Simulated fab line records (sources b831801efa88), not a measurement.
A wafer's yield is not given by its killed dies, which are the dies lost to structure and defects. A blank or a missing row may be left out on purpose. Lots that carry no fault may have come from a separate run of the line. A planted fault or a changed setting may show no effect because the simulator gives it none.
Split-lot study :: flow gf180mcu :: on a route of 602 steps: 5 lots, 23 wafers read

== SPLIT DETAILS ==
At GF_M2_EXPOSE_11 (exposes mask Metal2, target cd 280 nm), the setting dose-mj was moved away from the recipe's 28 on 8 of the 23 wafers read, by -6.6% to -3.9%. The other wafers ran this setting at the recipe's value.

== FROM THE SPLIT TO THE READING: what the file shows between them, 2 steps ==
- GF_M2_PEB_12: peb time 90 s
- GF_M2_DEVELOP_13: develop time 60 s

== THE READING ==
At GF_M2_CD_MEAS_14: cd-nm in nanometres, against a target cd of 280 nm. A value of 280.4 nm with a standard deviation of 1.5 nm is what fault-free wafers of this fab line usually give.

wafer: L075.2
tool, chamber at the split: krf-scanner-01, 0
dose-mj as run: 28
against the recipe: recipe
cd-nm, nm: 280.9
against lot-mates on the recipe: -

wafer: L075.3
tool, chamber at the split: krf-scanner-01, 0
dose-mj as run: 28
against the recipe: recipe
cd-nm, nm: 280.0
against lot-mates on the recipe: -

wafer: L075.4
tool, chamber at the split: krf-scanner-01, 0
dose-mj as run: 28
against the recipe: recipe
cd-nm, nm: 279.5
against lot-mates on the recipe: -

wafer: L075.5
tool, chamber at the split: krf-scanner-01, 0
dose-mj as run: 28
against the recipe: recipe
cd-nm, nm: 280.3
against lot-mates on the recipe: -

wafer: L075.6
tool, chamber at the split: krf-scanner-01, 0
dose-mj as run: 28
against the recipe: recipe
cd-nm, nm: 280.5
against lot-mates on the recipe: -

wafer: L078.1
tool, chamber at the split: krf-scanner-02, 0
dose-mj as run: 26.92
against the recipe: -3.9%
cd-nm, nm: 285.0
against lot-mates on the recipe: +6.1

wafer: L078.2
tool, chamber at the split: krf-scanner-02, 0
dose-mj as run: 28
against the recipe: recipe
cd-nm, nm: 279.5
against lot-mates on the recipe: -

wafer: L078.3
tool, chamber at the split: krf-scanner-02, 0
dose-mj as run: 26.92
against the recipe: -3.9%
cd-nm, nm: 284.7
against lot-mates on the recipe: +5.8

wafer: L078.5
tool, chamber at the split: krf-scanner-02, 0
dose-mj as run: 28
against the recipe: recipe
cd-nm, nm: 278.8
against lot-mates on the recipe: -

wafer: L078.6
tool, chamber at the split: krf-scanner-02, 0
dose-mj as run: 28
against the recipe: recipe
cd-nm, nm: 278.5
against lot-mates on the recipe: -

wafer: L079.1
tool, chamber at the split: krf-scanner-01, 0
dose-mj as run: 26.15
against the recipe: -6.6%
cd-nm, nm: 289.3
against lot-mates on the recipe: +11.3

wafer: L079.2
tool, chamber at the split: krf-scanner-01, 0
dose-mj as run: 28
against the recipe: recipe
cd-nm, nm: 277.1
against lot-mates on the recipe: -

wafer: L079.3
tool, chamber at the split: krf-scanner-01, 0
dose-mj as run: 26.15
against the recipe: -6.6%
cd-nm, nm: 288.0
against lot-mates on the recipe: +10.0

wafer: L079.5
tool, chamber at the split: krf-scanner-01, 0
dose-mj as run: 28
against the recipe: recipe
cd-nm, nm: 278.8
against lot-mates on the recipe: -

wafer: L079.6
tool, chamber at the split: krf-scanner-01, 0
dose-mj as run: 26.15
against the recipe: -6.6%
cd-nm, nm: 289.1
against lot-mates on the recipe: +11.1

wafer: L080.2
tool, chamber at the split: krf-scanner-02, 0
dose-mj as run: 28
against the recipe: recipe
cd-nm, nm: 280.5
against lot-mates on the recipe: -

wafer: L080.5
tool, chamber at the split: krf-scanner-02, 0
dose-mj as run: 28
against the recipe: recipe
cd-nm, nm: 280.2
against lot-mates on the recipe: -

wafer: L080.6
tool, chamber at the split: krf-scanner-02, 0
dose-mj as run: 28
against the recipe: recipe
cd-nm, nm: 281.2
against lot-mates on the recipe: -

wafer: L083.1
tool, chamber at the split: krf-scanner-01, 0
dose-mj as run: 26.15
against the recipe: -6.6%
cd-nm, nm: 290.6
against lot-mates on the recipe: +10.1

wafer: L083.2
tool, chamber at the split: krf-scanner-01, 0
dose-mj as run: 26.15
against the recipe: -6.6%
cd-nm, nm: 290.0
against lot-mates on the recipe: +9.5

wafer: L083.3
tool, chamber at the split: krf-scanner-01, 0
dose-mj as run: 28
against the recipe: recipe
cd-nm, nm: 280.9
against lot-mates on the recipe: -

wafer: L083.4
tool, chamber at the split: krf-scanner-01, 0
dose-mj as run: 28
against the recipe: recipe
cd-nm, nm: 280.1
against lot-mates on the recipe: -

wafer: L083.5
tool, chamber at the split: krf-scanner-01, 0
dose-mj as run: 26.15
against the recipe: -6.6%
cd-nm, nm: 290.4
against lot-mates on the recipe: +9.9

THE FIT
A straight line over all 23 wafers: cd-nm changes by -1.47 nm for each +1% of dose-mj; r = -0.97; the points scatter about the line by 1 nm.
The same after taking each lot's own level away (the mean of its wafers on the recipe; 23 wafers): -1.56 nm for each +1%; r = -0.99; scatter 0.57 nm.
That fit puts the effect of the largest move of dose-mj on the reading at 10 nm.
The lots' own levels span 277.95 to 280.63 nm, that is 1.8 times the standard deviation above.
So the lot-to-lot level changes the slope little: the two slopes agree.
Check: with one of the wafers moved furthest among these (-6.6%) left out of the fit, the line predicts +10.1 nm for it against its lot-mates. It came out at +11.3 nm against them.

== FURTHER SPLITS ON THESE WAFERS ==
Other splits were also applied to these wafers ahead of the reading. Each is held against what the fit with the lots' levels taken away leaves over:
other split on the same wafers: GF_HV_LDD_IMPLANT_09 dose-cm2
wafers away from the commonest value: 10
r with cd-nm (lot level and that fit taken away): -0.18

other split on the same wafers: GF_HV_LDD_EXPOSE_16 dose-mj
wafers away from the commonest value: 5
r with cd-nm (lot level and that fit taken away): -0.07

other split on the same wafers: GF_HV_LDD_COAT_41 resist-thk-nm
wafers away from the commonest value: 5
r with cd-nm (lot level and that fit taken away): -0.01

other split on the same wafers: GF_NSD_COAT_02 resist-thk-nm
wafers away from the commonest value: 8
r with cd-nm (lot level and that fit taken away): -0.18

other split on the same wafers: GF_M1_SPUTTER_00 time-s
wafers away from the commonest value: 6
r with cd-nm (lot level and that fit taken away): -0.22

other split on the same wafers: GF_M1_SPUTTER_04 chamber-pressure-pa
wafers away from the commonest value: 15
r with cd-nm (lot level and that fit taken away): +0.20

other split on the same wafers: GF_V1_COAT_09 resist-thk-nm
wafers away from the commonest value: 10
r with cd-nm (lot level and that fit taken away): +0.03

== THE WHOLE CHAIN: every reading that the file lists as answering this split, in the file's order ==
step: GF_M2_DEVELOP_13
what it does: develop time 60 s
reading: M2.cd-nm (the simulator's own value, which no gauge read)
change (the file's fit): -1.59 nm for each +1% of the setting
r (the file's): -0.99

step: GF_M2_CD_MEAS_14
what it does: target cd 280 nm
reading: cd-nm
change (the file's fit): -1.56 nm for each +1% of the setting
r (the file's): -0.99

== THE FILE'S OWN FIT ==
cd-nm changes by -1.56 nm for each +1% of dose-mj, r = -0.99.
